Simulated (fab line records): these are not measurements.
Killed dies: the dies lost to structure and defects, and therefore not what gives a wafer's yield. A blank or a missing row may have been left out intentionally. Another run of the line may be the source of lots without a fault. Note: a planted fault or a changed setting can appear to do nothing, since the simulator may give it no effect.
Comparing a struck lot with a sound one | flow sky130 | 31 out of 708 route steps
Sound: the wafers L340.1, L340.3, L340.6. Wafers struck: L350.4, L350.5, L350.6. Last of all comes the cause.
At each step with rows: each side's tool, then ch and its chambers, then its first start. Under that, the readings that differ: sound wafers | struck wafers | difference of the means | sigmas: that difference in standard deviations of wafers without a fault.
alike: readings whose means differ by less than 2 such deviations, and words and numbers that are the same on both sides. not compared: withheld readings, readings that some wafer has no value for, bounds like >300 that may hide the same value, and numbers for which the record gives no deviation and whose values overlap.
The two part at a step that has a row with sigmas, a row that says differs or no value, or rows on one side only. Numbers that don't overlap but have no deviation are shown without sigmas and don't part them. A reading that every wafer of one side lacks parts them only if that side has two wafers or more.

SKY_LI_CONTACT_OVL_MEAS_13:
  sound on overlay-01 at day 31 21:06; struck on overlay-01 at day 34 15:25
  alike: LI_CONTACT_OVL
SKY_LI_CONTACT_ETCH_14: etches BARC in N2/H2, stops on SiO2, time 45.9 s, target depth 60 nm.
  sound on rie-diel-01 ch 0,1,3, day 31 21:08; struck on rie-diel-02 ch 0,1,2, day 34 15:28
  alike: drypump-motor-current-A, oes-product-au, throttle-valve-pct
  not compared: rf-hours-counter-h
SKY_LI_CONTACT_ETCH_15: etches PSG in C4F8/O2/Ar, stops on Si, target depth 600 nm.
  sound on rie-diel-01 ch 0,1,3, day 31 21:11; struck on rie-diel-02 ch 0,1,2, day 34 15:32
  alike: oes-product-au
then, 3 steps without rows for these wafers: SKY_LI_CONTACT_STRIP_16 (strips in O2/N2); SKY_LI_CONTACT_CLEAN_17 (cleans in NMP, time 600 s); SKY_LI_CONTACT_PRE_CLEAN_18 (time 5.6 s).
SKY_LI_CONTACT_SPUTTER_19: material Ti, target thk 20 nm, time 106.37 s.
  sound on pvd-sputter-04 at day 31 21:35; struck on pvd-sputter-01 at day 34 15:52
  alike: cathode-dc-power-W, throttle-valve-pct
SKY_LI_CONTACT_SPUTTER_20: material TiN, target thk 20 nm, time 80 s.
  sound on pvd-sputter-04 at day 31 21:39; struck on pvd-sputter-01 at day 34 15:56
  alike: cathode-dc-power-W, throttle-valve-pct
SKY_LI_CONTACT_CVD_21: deposits W, target thk 400 nm, time 120.56 s.
  sound on cvd-w-01 ch 0, day 31 21:43; struck on cvd-w-02 ch 0,1, day 34 16:02
  alike: heater-power-w
SKY_LI_CONTACT_RS_MEAS_22: the measuring method here is four-point-probe.
  sound on film-metro-01 at day 31 21:50; struck on film-metro-01 at day 34 16:11
  alike: LI_CONTACT_W_RS
SKY_LI_CONTACT_THK_MEAS_23: measures by xrf.
  sound on film-metro-01 at day 31 21:58; struck on film-metro-01 at day 34 16:17
  alike: LI_CONTACT_W_THK
then, 1 step without rows for these wafers: SKY_LI_CONTACT_CMP_24 (polishes, stops on PSG, t overpolish 20 s, target thk 0 nm).
SKY_LOCAL_INTERCONNECT_SPUTTER_00: material TiN, target thk 100 nm, time 83.3 s.
  sound on pvd-sputter-02 at day 31 22:19; struck on pvd-sputter-02 at day 34 16:51
  reading                                                | sound                | struck               | difference | sigmas
  cathode-dc-power-W (W)                                 | 6500.0 6499.0 6500.5 | 7455.2 7458.7 7456.4 | +956.9     | +99 or more
  model.TiN_of_LOCAL_INTERCONNECT_SPUTTER_00.thk-nm (nm) | 99.52 99.64 100.1    | 114.8 112.8 114.2    | +14.2      |
  alike: throttle-valve-pct
SKY_LOCAL_INTERCONNECT_RS_MEAS_01: the measuring method here is four-point-probe.
  sound on film-metro-02 at day 31 22:23; struck on film-metro-02 at day 34 16:58
  reading                            | sound             | struck            | difference | sigmas
  LOCAL_INTERCONNECT_TIN_RS (ohm/sq) | 14.17 14.18 14.15 | 12.24 12.45 12.29 | -1.84      | -14
SKY_LOCAL_INTERCONNECT_THK_MEAS_02: measures by xrf.
  sound on film-metro-02 at day 31 22:30; struck on film-metro-02 at day 34 17:04
  reading                         | sound          | struck            | difference | sigmas
  LOCAL_INTERCONNECT_TIN_THK (nm) | 97.9 97.9 98.3 | 112.1 110.6 112.5 | +13.7      | +16
then, 8 steps without rows for these wafers: SKY_LOCAL_INTERCONNECT_DEHYDRATE_03 (time 60 s); SKY_LOCAL_INTERCONNECT_HMDS_04 (prime time 60 s); SKY_LOCAL_INTERCONNECT_COAT_05 (resist thk 60 nm); SKY_LOCAL_INTERCONNECT_COAT_06 (resist thk 450 nm); SKY_LOCAL_INTERCONNECT_SOFTBAKE_07 (time 90 s); SKY_LOCAL_INTERCONNECT_EXPOSE_08 (exposes mask LI1M, target cd 170 nm); SKY_LOCAL_INTERCONNECT_PEB_09; SKY_LOCAL_INTERCONNECT_DEVELOP_10 (develop time 60 s).
SKY_LOCAL_INTERCONNECT_CD_MEAS_11 targets a cd of 170 nm.
  sound on cd-sem-01 at day 33 01:28; struck on cd-sem-01 at day 35 18:27
  alike: cd-nm
SKY_LOCAL_INTERCONNECT_OVL_MEAS_12:
  sound on overlay-02 at day 33 01:35; struck on overlay-01 at day 35 18:31
  alike: LOCAL_INTERCONNECT_OVL
then, 1 step without rows for these wafers: SKY_LOCAL_INTERCONNECT_ETCH_13 (etches BARC in N2/H2, stops on SiO2, time 45.9 s, target depth 60 nm).
SKY_LOCAL_INTERCONNECT_METAL_ETCH_14: etches TiN in Cl2/BCl3, stops on PSG, target depth 110 nm, time 31.4 s.
  sound on rie-metal-03 ch 0,1, day 33 01:41; struck on rie-metal-04 ch 0,1, day 35 18:37
  reading                | sound                | struck               | difference | sigmas
  mfc-cl2-sccm (sccm)    | 59.71 59.55 59.75    | 60.19 60.16 60.05    | +0.46      | +2
  oes-product-au (a.u.)  | 0.944 0.941 0.948    | 0.997 0.993 1.001    | +0.053     | +8
  throttle-valve-pct (%) | 21.900 21.896 21.896 | 21.881 21.871 21.871 | -0.023     | -2
  alike: drypump-motor-current-A
  not compared: rf-hours-counter-h
then, 1 step without rows for these wafers: SKY_LOCAL_INTERCONNECT_STRIP_15 (strips in O2/N2).
SKY_LOCAL_INTERCONNECT_STRIP_16: strips in post etch residue remover, time 1200 s.
  sound on wet-bench-01 ch 3, day 33 01:50; struck on wet-bench-01 ch 1, day 35 18:46
  reading                                                | sound             | struck            | difference | sigmas
  model.TiN_of_LOCAL_INTERCONNECT_SPUTTER_00.thk-nm (nm) | 99.09 99.21 99.71 | 114.4 112.4 113.7 | +14.2      |
then, 2 steps without rows for these wafers: SKY_LOCAL_INTERCONNECT_CLEAN_17 (cleans in IPA, time 180 s); SKY_PAD_OPEN_PROBE_99.

WHERE THEY PART
First at SKY_LOCAL_INTERCONNECT_SPUTTER_00; last, within this record, at SKY_LOCAL_INTERCONNECT_METAL_ETCH_14.

WHY: whatever the simulator had introduced
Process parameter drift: pvd-sputter-02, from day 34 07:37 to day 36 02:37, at SKY_LOCAL_INTERCONNECT_SPUTTER_00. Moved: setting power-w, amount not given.
